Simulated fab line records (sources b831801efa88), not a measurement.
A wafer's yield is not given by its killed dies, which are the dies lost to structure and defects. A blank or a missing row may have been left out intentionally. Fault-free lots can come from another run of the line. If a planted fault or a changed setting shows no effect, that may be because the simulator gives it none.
Matching of chambers :: flow sky130 :: SKY_VIA1_ETCH_15 on rie_diel-04 has 4 sister chambers
The step etches SiO2 in C4F8/O2/Ar, stops on TiN, target depth 351 nm, time 54 s. 4 wafers are shown with their chamber, then 8 later ones without.

WAFERS WITH THEIR CHAMBER
wafer: L085.5
chamber: 3
oes_product_au (a.u.): 0.988

wafer: L084.2
chamber: 0
oes_product_au (a.u.): 0.983

wafer: L090.1
chamber: 2
oes_product_au (a.u.): 0.989

wafer: L094.1
chamber: 1
oes_product_au (a.u.): 0.981

WAFERS WITHOUT THEIR CHAMBER
wafer: L094.2
oes_product_au (a.u.): 0.986

wafer: L094.3
oes_product_au (a.u.): 0.980

wafer: L094.4
oes_product_au (a.u.): 0.979

wafer: L094.5
oes_product_au (a.u.): 0.980

wafer: L094.6
oes_product_au (a.u.): 0.985

wafer: L097.3
oes_product_au (a.u.): 0.984

wafer: L097.4
oes_product_au (a.u.): 0.981

wafer: L097.5
oes_product_au (a.u.): 0.979

CHAMBER TAKEN BY EACH
wafer: L094.2
from the rows above: can't be placed: 3 or 0 or 2 or 1
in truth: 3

wafer: L094.3
from the rows above: can't be placed: 1 or 0
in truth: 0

wafer: L094.4
from the rows above: can't be placed: 1 or 0
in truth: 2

wafer: L094.5
from the rows above: can't be placed: 1 or 0
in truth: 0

wafer: L094.6
from the rows above: can't be placed: 0 or 3 or 1 or 2
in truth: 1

wafer: L097.3
from the rows above: can't be placed: 0 or 1 or 3
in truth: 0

wafer: L097.4
from the rows above: can't be placed: 1 or 0
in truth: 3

wafer: L097.5
from the rows above: can't be placed: 1 or 0
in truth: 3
Correct placement for 0 of the 8. Not placeable from these rows: 8 (in 5, the candidates include the true chamber). Wrongly placed: 0.
How it was worked out, from the rows above alone: a wafer's distance from a chamber is the root of the sum, over the readings, of the square of ((its reading less the chamber's mean) divided by the reading's scatter). The wafer belongs to the nearest chamber; if the next one is less than 2 further off, it can't be placed. A chamber's mean is the mean of its shown wafers. The scatter (one wafer shown for each chamber): square how far every hidden wafer sits from the nearest shown wafer, average those squares and take the square root.
